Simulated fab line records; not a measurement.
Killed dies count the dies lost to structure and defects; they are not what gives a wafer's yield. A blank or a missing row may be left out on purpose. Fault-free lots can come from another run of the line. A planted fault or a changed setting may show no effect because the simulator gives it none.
Which tool did it? || flow sky130 || Sampling: 14 lots, 42 wafers, 6 of 708 route steps

WHAT THE GAUGES SHOWED, per wafer
SKY_LDD_HVN_OVL_MEAS_07. Usual: for LDD_HVN_OVL the level is 0.6 nm and the standard deviation is 1.4.
{"lot": "L436", "measured": "day 20 03:30", "on": "overlay-02", "LDD_HVN_OVL (nm)": "0.5 0.9 0.9", "flag": ""}
{"lot": "L437", "measured": "day 20 16:10", "on": "overlay-01", "LDD_HVN_OVL (nm)": "2.5 2.3 3.0", "flag": ""}
{"lot": "L438", "measured": "day 20 19:23", "on": "overlay-02", "LDD_HVN_OVL (nm)": "0.6 -0.2 0.2", "flag": ""}
{"lot": "L439", "measured": "day 21 08:41", "on": "overlay-02", "LDD_HVN_OVL (nm)": "0.7 0.7 -0.6", "flag": ""}
{"lot": "L440", "measured": "day 21 14:02", "on": "overlay-01", "LDD_HVN_OVL (nm)": "0.6 0.2 -0.2", "flag": ""}
{"lot": "L445", "measured": "day 24 00:47", "on": "overlay-01", "LDD_HVN_OVL (nm)": "0.1 1.5 1.7", "flag": ""}
{"lot": "L446", "measured": "day 24 10:38", "on": "overlay-01", "LDD_HVN_OVL (nm)": "0.0 1.7 0.7", "flag": ""}
{"lot": "L451", "measured": "day 26 03:17", "on": "overlay-02", "LDD_HVN_OVL (nm)": "0.7 -1.8 -1.7", "flag": ""}
{"lot": "L452", "measured": "day 26 08:47", "on": "overlay-01", "LDD_HVN_OVL (nm)": "0.2 -0.1 1.4", "flag": ""}
{"lot": "L454", "measured": "day 26 21:26", "on": "overlay-01", "LDD_HVN_OVL (nm)": "-0.3 -1.2 1.7", "flag": ""}
{"lot": "L455", "measured": "day 27 01:23", "on": "overlay-01", "LDD_HVN_OVL (nm)": "1.0 0.4 -0.5", "flag": ""}
{"lot": "L456", "measured": "day 27 09:47", "on": "overlay-02", "LDD_HVN_OVL (nm)": "4.6 2.7 3.2", "flag": ""}
{"lot": "L458", "measured": "day 28 03:39", "on": "overlay-01", "LDD_HVN_OVL (nm)": "1.6 -0.7 2.5", "flag": ""}
{"lot": "L459", "measured": "day 28 06:23", "on": "overlay-02", "LDD_HVN_OVL (nm)": "-0.1 1.2 1.7", "flag": ""}

SKY_LDD_LDN_TW_MEAS_13. Usual: for LDD_LDN_TW the level is 1472 and the standard deviation is 5.7.
{"lot": "L436", "measured": "day 22 18:26", "on": "film_metro-01", "LDD_LDN_TW": "1473 1473 1483", "flag": ""}
{"lot": "L437", "measured": "day 23 06:28", "on": "film_metro-01", "LDD_LDN_TW": "1475 1468 1469", "flag": ""}
{"lot": "L438", "measured": "day 23 10:07", "on": "film_metro-01", "LDD_LDN_TW": "1474 1470 1470", "flag": ""}
{"lot": "L439", "measured": "day 23 22:25", "on": "film_metro-01", "LDD_LDN_TW": "1472 1472 1465", "flag": ""}
{"lot": "L440", "measured": "day 24 04:13", "on": "film_metro-04", "LDD_LDN_TW": "1481 1475 1480", "flag": ""}
{"lot": "L445", "measured": "day 26 12:54", "on": "film_metro-02", "LDD_LDN_TW": "30 30 30", "flag": "OFF"}
{"lot": "L446", "measured": "day 26 21:32", "on": "film_metro-02", "LDD_LDN_TW": "30 30 30", "flag": "OFF"}
{"lot": "L451", "measured": "day 28 13:28", "on": "film_metro-04", "LDD_LDN_TW": "1465 1468 1475", "flag": ""}
{"lot": "L452", "measured": "day 28 19:56", "on": "film_metro-01", "LDD_LDN_TW": "1461 1466 1468", "flag": ""}
{"lot": "L454", "measured": "day 29 07:16", "on": "film_metro-02", "LDD_LDN_TW": "1474 1473 1466", "flag": ""}
{"lot": "L455", "measured": "day 29 11:11", "on": "film_metro-01", "LDD_LDN_TW": "1476 1485 1470", "flag": ""}
{"lot": "L456", "measured": "day 29 19:25", "on": "film_metro-01", "LDD_LDN_TW": "1472 1478 1485", "flag": ""}
{"lot": "L458", "measured": "day 30 12:01", "on": "film_metro-01", "LDD_LDN_TW": "1466 1479 1467", "flag": ""}
{"lot": "L459", "measured": "day 30 15:04", "on": "film_metro-04", "LDD_LDN_TW": "1471 1470 1477", "flag": ""}

SKY_RES_XHIGH_TW_MEAS_09. Usual: for RES_XHIGH_TW the level is 1634 and the standard deviation is 7.3.
{"lot": "L436", "measured": "day 26 13:51", "on": "film_metro-04", "RES_XHIGH_TW": "1640 1645 1637", "flag": ""}
{"lot": "L437", "measured": "day 27 01:17", "on": "film_metro-04", "RES_XHIGH_TW": "1634 1640 1631", "flag": ""}
{"lot": "L438", "measured": "day 27 05:08", "on": "film_metro-04", "RES_XHIGH_TW": "1639 1626 1634", "flag": ""}
{"lot": "L439", "measured": "day 27 14:56", "on": "film_metro-04", "RES_XHIGH_TW": "1633 1644 1638", "flag": ""}
{"lot": "L440", "measured": "day 27 23:56", "on": "film_metro-03", "RES_XHIGH_TW": "1639 1635 1636", "flag": ""}
{"lot": "L445", "measured": "day 30 03:55", "on": "film_metro-01", "RES_XHIGH_TW": "1619 1617 1629", "flag": ""}
{"lot": "L446", "measured": "day 30 12:45", "on": "film_metro-04", "RES_XHIGH_TW": "1625 1637 1635", "flag": ""}
{"lot": "L451", "measured": "day 32 02:41", "on": "film_metro-03", "RES_XHIGH_TW": "1635 1648 1641", "flag": ""}
{"lot": "L452", "measured": "day 32 09:05", "on": "film_metro-03", "RES_XHIGH_TW": "1644 1641 1643", "flag": ""}
{"lot": "L454", "measured": "day 32 18:20", "on": "film_metro-01", "RES_XHIGH_TW": "1620 1621 1627", "flag": ""}
{"lot": "L455", "measured": "day 32 23:50", "on": "film_metro-04", "RES_XHIGH_TW": "1637 1635 1636", "flag": ""}
{"lot": "L456", "measured": "day 33 06:41", "on": "film_metro-03", "RES_XHIGH_TW": "1636 1645 1633", "flag": ""}
{"lot": "L458", "measured": "day 33 22:16", "on": "film_metro-04", "RES_XHIGH_TW": "1630 1631 1634", "flag": ""}
{"lot": "L459", "measured": "day 34 01:44", "on": "film_metro-04", "RES_XHIGH_TW": "1636 1634 1634", "flag": ""}

WHICH TOOL RAN EACH LOT (tool, then ch and the chambers of the sampled wafers, then the start)
{"lot": "L436", "SKY_SONOS_ONO_ETCH_15": "rie_diel-04 ch 0,2,3, day 12 13:41", "SKY_LDD_HVP_STRIP_09": "plasma_asher-01 ch 0,1, day 21 10:34", "SKY_LDD_LDN_STRIP_12": "plasma_asher-02 ch 0,1, day 22 18:20"}
{"lot": "L437", "SKY_SONOS_ONO_ETCH_15": "rie_diel-04 ch 0,1,3, day 12 23:00", "SKY_LDD_HVP_STRIP_09": "plasma_asher-03 ch 0,1, day 21 23:07", "SKY_LDD_LDN_STRIP_12": "plasma_asher-02 ch 0,1, day 23 06:22"}
{"lot": "L438", "SKY_SONOS_ONO_ETCH_15": "rie_diel-03 ch 0,1,2, day 13 03:53", "SKY_LDD_HVP_STRIP_09": "plasma_asher-01 ch 0,1, day 22 02:17", "SKY_LDD_LDN_STRIP_12": "plasma_asher-04 ch 1, day 23 10:01"}
{"lot": "L439", "SKY_SONOS_ONO_ETCH_15": "rie_diel-02 ch 2,3, day 13 11:08", "SKY_LDD_HVP_STRIP_09": "plasma_asher-04 ch 0,1, day 22 15:40", "SKY_LDD_LDN_STRIP_12": "plasma_asher-01 ch 0,1, day 23 22:19"}
{"lot": "L440", "SKY_SONOS_ONO_ETCH_15": "rie_diel-03 ch 1,2, day 13 19:12", "SKY_LDD_HVP_STRIP_09": "plasma_asher-01 ch 0,1, day 22 21:10", "SKY_LDD_LDN_STRIP_12": "plasma_asher-02 ch 0,1, day 24 04:07"}
{"lot": "L445", "SKY_SONOS_ONO_ETCH_15": "rie_diel-02 ch 0,1,2, day 15 22:51", "SKY_LDD_HVP_STRIP_09": "plasma_asher-01 ch 0,1, day 25 06:56", "SKY_LDD_LDN_STRIP_12": "plasma_asher-01 ch 0,1, day 26 12:49"}
{"lot": "L446", "SKY_SONOS_ONO_ETCH_15": "rie_diel-02 ch 2,3, day 16 12:29", "SKY_LDD_HVP_STRIP_09": "plasma_asher-04 ch 0,1, day 25 16:16", "SKY_LDD_LDN_STRIP_12": "plasma_asher-01 ch 0, day 26 21:26"}
{"lot": "L451", "SKY_SONOS_ONO_ETCH_15": "rie_diel-03 ch 0,1,3, day 18 03:05", "SKY_LDD_HVP_STRIP_09": "plasma_asher-03 ch 0,1, day 27 08:47", "SKY_LDD_LDN_STRIP_12": "plasma_asher-02 ch 1, day 28 13:22"}
{"lot": "L452", "SKY_SONOS_ONO_ETCH_15": "rie_diel-02 ch 0,3, day 18 10:02", "SKY_LDD_HVP_STRIP_09": "plasma_asher-03 ch 0,1, day 27 14:32", "SKY_LDD_LDN_STRIP_12": "plasma_asher-02 ch 0,1, day 28 19:50"}
{"lot": "L454", "SKY_SONOS_ONO_ETCH_15": "rie_diel-03 ch 1,2,3, day 18 23:44", "SKY_LDD_HVP_STRIP_09": "plasma_asher-04 ch 0,1, day 28 02:01", "SKY_LDD_LDN_STRIP_12": "plasma_asher-04 ch 0,1, day 29 07:10"}
{"lot": "L455", "SKY_SONOS_ONO_ETCH_15": "rie_diel-03 ch 0,1,3, day 19 01:02", "SKY_LDD_HVP_STRIP_09": "plasma_asher-01 ch 0,1, day 28 06:28", "SKY_LDD_LDN_STRIP_12": "plasma_asher-04 ch 0,1, day 29 11:05"}
{"lot": "L456", "SKY_SONOS_ONO_ETCH_15": "rie_diel-04 ch 1,2,3, day 19 12:14", "SKY_LDD_HVP_STRIP_09": "plasma_asher-03 ch 1, day 28 15:10", "SKY_LDD_LDN_STRIP_12": "plasma_asher-01 ch 0,1, day 29 19:19"}
{"lot": "L458", "SKY_SONOS_ONO_ETCH_15": "rie_diel-04 ch 1,3, day 20 07:09", "SKY_LDD_HVP_STRIP_09": "plasma_asher-01 ch 0,1, day 29 07:58", "SKY_LDD_LDN_STRIP_12": "plasma_asher-04 ch 1, day 30 11:55"}
{"lot": "L459", "SKY_SONOS_ONO_ETCH_15": "rie_diel-04 ch 0,3, day 20 12:29", "SKY_LDD_HVP_STRIP_09": "plasma_asher-01 ch 0,1, day 29 10:26", "SKY_LDD_LDN_STRIP_12": "plasma_asher-04 ch 0,1, day 30 14:58"}
- SKY_SONOS_ONO_ETCH_15: etches the open film in CHF3/O2, target depth 19.52 nm, time 7.8 s.
- SKY_LDD_HVP_STRIP_09: strips in O2/N2.
- SKY_LDD_LDN_STRIP_12: strips in O2/N2.

WHAT THE TOOLS THEMSELVES READ (means of the sampled wafers that have a number; where no wafer has one, the mark that the record gives instead)
SKY_SONOS_ONO_ETCH_15. Usual: drypump_motor_current_A 5.9 A, standard deviation 0.38; oes_product_au 0.998 a.u., standard deviation 0.012; throttle_valve_pct 8.824 %, standard deviation 0.0097.
{"lot": "L436", "tool": "rie_diel-04", "drypump_motor_current_A (A)": 5.9, "oes_product_au (a.u.)": 0.996, "throttle_valve_pct (%)": 8.820, "flag": ""}
{"lot": "L437", "tool": "rie_diel-04", "drypump_motor_current_A (A)": 6.1, "oes_product_au (a.u.)": 0.995, "throttle_valve_pct (%)": 8.817, "flag": ""}
{"lot": "L438", "tool": "rie_diel-03", "drypump_motor_current_A (A)": 5.6, "oes_product_au (a.u.)": 1.009, "throttle_valve_pct (%)": 8.830, "flag": ""}
{"lot": "L439", "tool": "rie_diel-02", "drypump_motor_current_A (A)": 5.8, "oes_product_au (a.u.)": 0.996, "throttle_valve_pct (%)": 8.819, "flag": ""}
{"lot": "L440", "tool": "rie_diel-03", "drypump_motor_current_A (A)": 5.1, "oes_product_au (a.u.)": 1.002, "throttle_valve_pct (%)": 8.822, "flag": ""}
{"lot": "L445", "tool": "rie_diel-02", "drypump_motor_current_A (A)": 5.8, "oes_product_au (a.u.)": 0.995, "throttle_valve_pct (%)": 8.826, "flag": ""}
{"lot": "L446", "tool": "rie_diel-02", "drypump_motor_current_A (A)": 6.0, "oes_product_au (a.u.)": 0.983, "throttle_valve_pct (%)": 8.825, "flag": ""}
{"lot": "L451", "tool": "rie_diel-03", "drypump_motor_current_A (A)": 5.8, "oes_product_au (a.u.)": 1.010, "throttle_valve_pct (%)": 8.822, "flag": ""}
{"lot": "L452", "tool": "rie_diel-02", "drypump_motor_current_A (A)": 6.0, "oes_product_au (a.u.)": 0.985, "throttle_valve_pct (%)": 8.830, "flag": ""}
{"lot": "L454", "tool": "rie_diel-03", "drypump_motor_current_A (A)": 5.6, "oes_product_au (a.u.)": 1.009, "throttle_valve_pct (%)": 8.830, "flag": ""}
{"lot": "L455", "tool": "rie_diel-03", "drypump_motor_current_A (A)": 5.8, "oes_product_au (a.u.)": 1.012, "throttle_valve_pct (%)": 8.826, "flag": ""}
{"lot": "L456", "tool": "rie_diel-04", "drypump_motor_current_A (A)": 5.7, "oes_product_au (a.u.)": 0.998, "throttle_valve_pct (%)": 8.819, "flag": ""}
{"lot": "L458", "tool": "rie_diel-04", "drypump_motor_current_A (A)": 5.9, "oes_product_au (a.u.)": 1.001, "throttle_valve_pct (%)": 8.823, "flag": ""}
{"lot": "L459", "tool": "rie_diel-04", "drypump_motor_current_A (A)": 6.3, "oes_product_au (a.u.)": 0.990, "throttle_valve_pct (%)": 8.825, "flag": ""}

SKY_LDD_HVP_STRIP_09. Usual: chamber_pressure_mTorr 1500.0 mTorr, standard deviation 1.4; drypump_motor_current_A 5.7 A, standard deviation 0.32; oes_product_au 0.409 a.u., standard deviation 0.0043; strip_time_to_endpoint_s 4.139 s, standard deviation 0.017.
{"lot": "L436", "tool": "plasma_asher-01", "chamber_pressure_mTorr (mTorr)": 1499.8, "drypump_motor_current_A (A)": 5.7, "oes_product_au (a.u.)": 0.407, "strip_time_to_endpoint_s (s)": 4.131, "flag": ""}
{"lot": "L437", "tool": "plasma_asher-03", "chamber_pressure_mTorr (mTorr)": 1499.3, "drypump_motor_current_A (A)": 6.1, "oes_product_au (a.u.)": 0.406, "strip_time_to_endpoint_s (s)": 4.141, "flag": ""}
{"lot": "L438", "tool": "plasma_asher-01", "chamber_pressure_mTorr (mTorr)": 1501.0, "drypump_motor_current_A (A)": 5.5, "oes_product_au (a.u.)": 0.405, "strip_time_to_endpoint_s (s)": 4.125, "flag": ""}
{"lot": "L439", "tool": "plasma_asher-04", "chamber_pressure_mTorr (mTorr)": 1500.2, "drypump_motor_current_A (A)": 5.6, "oes_product_au (a.u.)": 0.409, "strip_time_to_endpoint_s (s)": 4.130, "flag": ""}
{"lot": "L440", "tool": "plasma_asher-01", "chamber_pressure_mTorr (mTorr)": 1500.5, "drypump_motor_current_A (A)": 5.7, "oes_product_au (a.u.)": 0.406, "strip_time_to_endpoint_s (s)": 4.145, "flag": ""}
{"lot": "L445", "tool": "plasma_asher-01", "chamber_pressure_mTorr (mTorr)": "-", "drypump_motor_current_A (A)": "-", "oes_product_au (a.u.)": "-", "strip_time_to_endpoint_s (s)": "-", "flag": "OFF"}
{"lot": "L446", "tool": "plasma_asher-04", "chamber_pressure_mTorr (mTorr)": "-", "drypump_motor_current_A (A)": "-", "oes_product_au (a.u.)": "-", "strip_time_to_endpoint_s (s)": "-", "flag": "OFF"}
{"lot": "L451", "tool": "plasma_asher-03", "chamber_pressure_mTorr (mTorr)": 1501.0, "drypump_motor_current_A (A)": 5.8, "oes_product_au (a.u.)": 0.413, "strip_time_to_endpoint_s (s)": 4.139, "flag": ""}
{"lot": "L452", "tool": "plasma_asher-03", "chamber_pressure_mTorr (mTorr)": 1499.6, "drypump_motor_current_A (A)": 6.1, "oes_product_au (a.u.)": 0.410, "strip_time_to_endpoint_s (s)": 4.114, "flag": ""}
{"lot": "L454", "tool": "plasma_asher-04", "chamber_pressure_mTorr (mTorr)": 1500.5, "drypump_motor_current_A (A)": 5.5, "oes_product_au (a.u.)": 0.406, "strip_time_to_endpoint_s (s)": 4.160, "flag": ""}
{"lot": "L455", "tool": "plasma_asher-01", "chamber_pressure_mTorr (mTorr)": 1499.9, "drypump_motor_current_A (A)": 5.6, "oes_product_au (a.u.)": 0.410, "strip_time_to_endpoint_s (s)": 4.144, "flag": ""}
{"lot": "L456", "tool": "plasma_asher-03", "chamber_pressure_mTorr (mTorr)": 1499.7, "drypump_motor_current_A (A)": 6.4, "oes_product_au (a.u.)": 0.410, "strip_time_to_endpoint_s (s)": 4.127, "flag": ""}
{"lot": "L458", "tool": "plasma_asher-01", "chamber_pressure_mTorr (mTorr)": 1500.8, "drypump_motor_current_A (A)": 5.5, "oes_product_au (a.u.)": 0.407, "strip_time_to_endpoint_s (s)": 4.168, "flag": ""}
{"lot": "L459", "tool": "plasma_asher-01", "chamber_pressure_mTorr (mTorr)": 1501.2, "drypump_motor_current_A (A)": 5.7, "oes_product_au (a.u.)": 0.409, "strip_time_to_endpoint_s (s)": 4.155, "flag": ""}

SKY_LDD_LDN_STRIP_12. Usual: chamber_pressure_mTorr 1499.9 mTorr, standard deviation 1.3; drypump_motor_current_A 5.4 A, standard deviation 0.31; oes_product_au 0.715 a.u., standard deviation 0.0044; strip_time_to_endpoint_s 14.17 s, standard deviation 0.042.
{"lot": "L436", "tool": "plasma_asher-02", "chamber_pressure_mTorr (mTorr)": 1498.4, "drypump_motor_current_A (A)": 5.0, "oes_product_au (a.u.)": 0.712, "strip_time_to_endpoint_s (s)": 14.21, "flag": ""}
{"lot": "L437", "tool": "plasma_asher-02", "chamber_pressure_mTorr (mTorr)": 1499.9, "drypump_motor_current_A (A)": 5.0, "oes_product_au (a.u.)": 0.709, "strip_time_to_endpoint_s (s)": 14.23, "flag": ""}
{"lot": "L438", "tool": "plasma_asher-04", "chamber_pressure_mTorr (mTorr)": 1499.5, "drypump_motor_current_A (A)": 5.5, "oes_product_au (a.u.)": 0.712, "strip_time_to_endpoint_s (s)": 14.16, "flag": ""}
{"lot": "L439", "tool": "plasma_asher-01", "chamber_pressure_mTorr (mTorr)": 1500.2, "drypump_motor_current_A (A)": 5.7, "oes_product_au (a.u.)": 0.713, "strip_time_to_endpoint_s (s)": 14.21, "flag": ""}
{"lot": "L440", "tool": "plasma_asher-02", "chamber_pressure_mTorr (mTorr)": 1499.6, "drypump_motor_current_A (A)": 5.1, "oes_product_au (a.u.)": 0.711, "strip_time_to_endpoint_s (s)": 14.17, "flag": ""}
{"lot": "L445", "tool": "plasma_asher-01", "chamber_pressure_mTorr (mTorr)": 1499.6, "drypump_motor_current_A (A)": 5.6, "oes_product_au (a.u.)": 0.714, "strip_time_to_endpoint_s (s)": 18.73, "flag": "OFF"}
{"lot": "L446", "tool": "plasma_asher-01", "chamber_pressure_mTorr (mTorr)": 1500.3, "drypump_motor_current_A (A)": 5.9, "oes_product_au (a.u.)": 0.713, "strip_time_to_endpoint_s (s)": 18.73, "flag": "OFF"}
{"lot": "L451", "tool": "plasma_asher-02", "chamber_pressure_mTorr (mTorr)": 1498.0, "drypump_motor_current_A (A)": 5.0, "oes_product_au (a.u.)": 0.713, "strip_time_to_endpoint_s (s)": 14.14, "flag": ""}
{"lot": "L452", "tool": "plasma_asher-02", "chamber_pressure_mTorr (mTorr)": 1500.9, "drypump_motor_current_A (A)": 5.1, "oes_product_au (a.u.)": 0.716, "strip_time_to_endpoint_s (s)": 14.13, "flag": ""}
{"lot": "L454", "tool": "plasma_asher-04", "chamber_pressure_mTorr (mTorr)": 1499.6, "drypump_motor_current_A (A)": 5.5, "oes_product_au (a.u.)": 0.719, "strip_time_to_endpoint_s (s)": 14.17, "flag": ""}
{"lot": "L455", "tool": "plasma_asher-04", "chamber_pressure_mTorr (mTorr)": 1500.2, "drypump_motor_current_A (A)": 5.5, "oes_product_au (a.u.)": 0.717, "strip_time_to_endpoint_s (s)": 14.11, "flag": ""}
{"lot": "L456", "tool": "plasma_asher-01", "chamber_pressure_mTorr (mTorr)": 1501.1, "drypump_motor_current_A (A)": 5.7, "oes_product_au (a.u.)": 0.713, "strip_time_to_endpoint_s (s)": 14.13, "flag": ""}
{"lot": "L458", "tool": "plasma_asher-04", "chamber_pressure_mTorr (mTorr)": 1499.0, "drypump_motor_current_A (A)": 5.5, "oes_product_au (a.u.)": 0.710, "strip_time_to_endpoint_s (s)": 14.20, "flag": ""}
{"lot": "L459", "tool": "plasma_asher-04", "chamber_pressure_mTorr (mTorr)": 1499.3, "drypump_motor_current_A (A)": 5.6, "oes_product_au (a.u.)": 0.715, "strip_time_to_endpoint_s (s)": 14.24, "flag": ""}

THE ANSWER, worked out from the rows above alone
Rule: lot off if the mean of its wafers having a number is beyond 3 standard deviations from the usual mean. A lot without any number at a reading at which 4 lots or more have one is off too. The other lots that the step has rows for count as sound. After the gauges, taken in route order, come the tools' own readings; for these a lot's mean is taken, as printed above. The first step at which some lot is off is used, and at that step the reading that is off furthest; a lot without a number counts as furthest.
Off: L445, L446, seen at SKY_LDD_LDN_TW_MEAS_13 (LDD_LDN_TW).
If a tool, at a process step before that reading, ran all the lots that are off and no sound lot after the first of them, it fits. Not tried: the gauges at SKY_LDD_LDN_TW_MEAS_13; whatever is off there is also off at SKY_LDD_HVP_STRIP_09, on other tools, and gauge error can't account for it. Of those tried, none fits.

WHAT THE SIMULATOR HAD INSERTED
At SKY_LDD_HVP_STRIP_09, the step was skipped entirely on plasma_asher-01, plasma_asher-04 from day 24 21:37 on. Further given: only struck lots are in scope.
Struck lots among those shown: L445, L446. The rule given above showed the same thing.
